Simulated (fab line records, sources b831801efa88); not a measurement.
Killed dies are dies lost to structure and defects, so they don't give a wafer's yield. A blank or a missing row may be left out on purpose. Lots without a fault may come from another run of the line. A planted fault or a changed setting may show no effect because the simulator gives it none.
A struck lot beside a sound one | flow sfq_line | 15 steps out of a route of 325
Sound: wafers L919.2, L919.5, L919.6. Struck: wafers L925.1, L925.2, L925.5. The cause comes at the end.
At each step with rows: each side's tool, then ch and its chambers, then its first start. Under that, the readings that differ: sound wafers | struck wafers | difference of the means | sigmas: that difference in standard deviations of wafers without a fault.
alike: readings whose means differ by less than 2 such deviations, and words and numbers that are the same on both sides. not compared: withheld readings, readings that some wafer has no value for, bounds like >300 that may hide the same value, and numbers for which the record gives no deviation and whose values overlap.
The two part at a step that has a row with sigmas, a row that says differs or no value, or rows on one side only. Numbers that don't overlap but have no deviation are shown without sigmas and don't part them. A reading that every wafer of one side lacks parts them only if that side has two wafers or more.

SFQ_TRILAYER_R5_DEP_SPUTTER_132: material Ti, target thk 5 nm, time 5 s.
  sound on pvd_sputter-04, day 51 16:19; struck on pvd_sputter-06, day 54 06:55
  alike: throttle_valve_pct
SFQ_TRILAYER_R5_DEP_SPUTTER_133: material MoNx, target thk 40 nm, time 66.7 s.
  sound on pvd_sputter-04, day 51 16:20; struck on pvd_sputter-06, day 54 06:56
  alike: throttle_valve_pct
SFQ_TRILAYER_R5_DEP_SPUTTER_134: material Ti, target thk 5 nm, time 5 s.
  sound on pvd_sputter-04, day 51 16:23; struck on pvd_sputter-06, day 54 06:59
  alike: throttle_valve_pct
SFQ_R5_RS_MEAS_933: measures by four-point-probe.
  sound on film_metro-02, day 51 16:26; struck on film_metro-04, day 54 07:01
  alike: R5_MONX_RS
SFQ_R5_THK_MEAS_934: measures by xrf.
  sound on film_metro-02, day 51 16:32; struck on film_metro-04, day 54 07:08
  alike: R5_MONX_THK
then, 6 steps without rows for these wafers: SFQ_TRILAYER_R5_LITHO_COAT_141 (resist thk 62 nm); SFQ_TRILAYER_R5_LITHO_COAT_136 (resist thk 600 nm); SFQ_TRILAYER_R5_LITHO_SOFTBAKE_140; SFQ_TRILAYER_R5_LITHO_EXPOSE_137 (exposes mask R5, target cd 500 nm); SFQ_TRILAYER_R5_LITHO_PEB_139 (peb time 60 s); SFQ_TRILAYER_R5_LITHO_DEVELOP_138 (time 60 s).
-- the record jumps here: 5 days lie between the struck wafers' starts before and after --
SFQ_R5_OVL_MEAS_935:
  sound on overlay-02, day 56 22:38; struck on overlay-01, day 59 14:37
  alike: R5_OVL
SFQ_TRILAYER_R5_BARC_OPEN_METAL_ETCH_177: etches BARC in O2, target depth 125 nm, time 41.7 s.
  sound on rie_metal-01 ch 1, day 56 22:41; struck on rie_metal-03 ch 0,1, day 59 14:38
  reading                                             | sound             | struck            | difference | sigmas
  bias_w (W)                                          | 80.44 80.32 80.38 | 79.93 80.07 79.61 | -0.51      | -2
  oes_product_au (a.u.)                               | 0.688 0.691 0.683 | 0.820 0.811 0.816 | +0.128     | +30
  run_length_s (s)                                    | 69.1 69.1 69.4    | 61.7 61.5 61.0    | -7.8       | -14
  time_s (s)                                          | 41.7 41.7 41.7    | 29.19 29.19 29.19 | -12.51     |
  model.KrF_of_TRILAYER_R5_LITHO_COAT_136.thk_nm (nm) | 525.8 523.5 526   | 539.4 539.4 539.5 | +14.3      |
  alike: chamber_pressure_mTorr, drypump_motor_current_A, rf_fwd_power_W
  not compared: rf_hours_counter_h
SFQ_TRILAYER_R5_ETCH_METAL_ETCH_139: etches the open film in Cl2, stops on SiO2, target depth 60 nm, time 40 s.
  sound on rie_metal-01 ch 1, day 56 22:49; struck on rie_metal-03 ch 0,1, day 59 14:42
  reading                                             | sound           | struck          | difference | sigmas
  run_length_s (s)                                    | 67.6 67.4 67.6  | 68.9 68.6 68.8  | +1.2       | +2
  model.KrF_of_TRILAYER_R5_LITHO_COAT_136.thk_nm (nm) | 501.4 499 501.7 | 514.9 515 515.2 | +14.3      |
  alike: bias_w, chamber_pressure_mTorr, drypump_motor_current_A, oes_product_au, rf_fwd_power_W, time_s
  not compared: rf_hours_counter_h
SFQ_TRILAYER_R5_STRIP_STRIP_140: strips in O2.
  sound on rie_metal-01 ch 1, day 56 23:07; struck on rie_metal-03 ch 0,1, day 59 14:46
  alike: chamber_pressure_mTorr, drypump_motor_current_A, oes_product_au
  not compared: rf_hours_counter_h

WHERE THEY PART
First at SFQ_TRILAYER_R5_BARC_OPEN_METAL_ETCH_177; last, within this record, at SFQ_TRILAYER_R5_ETCH_METAL_ETCH_139. Later steps at which nothing parts them and some readings are alike: SFQ_TRILAYER_R5_STRIP_STRIP_140.

WHY: what the simulator had put in
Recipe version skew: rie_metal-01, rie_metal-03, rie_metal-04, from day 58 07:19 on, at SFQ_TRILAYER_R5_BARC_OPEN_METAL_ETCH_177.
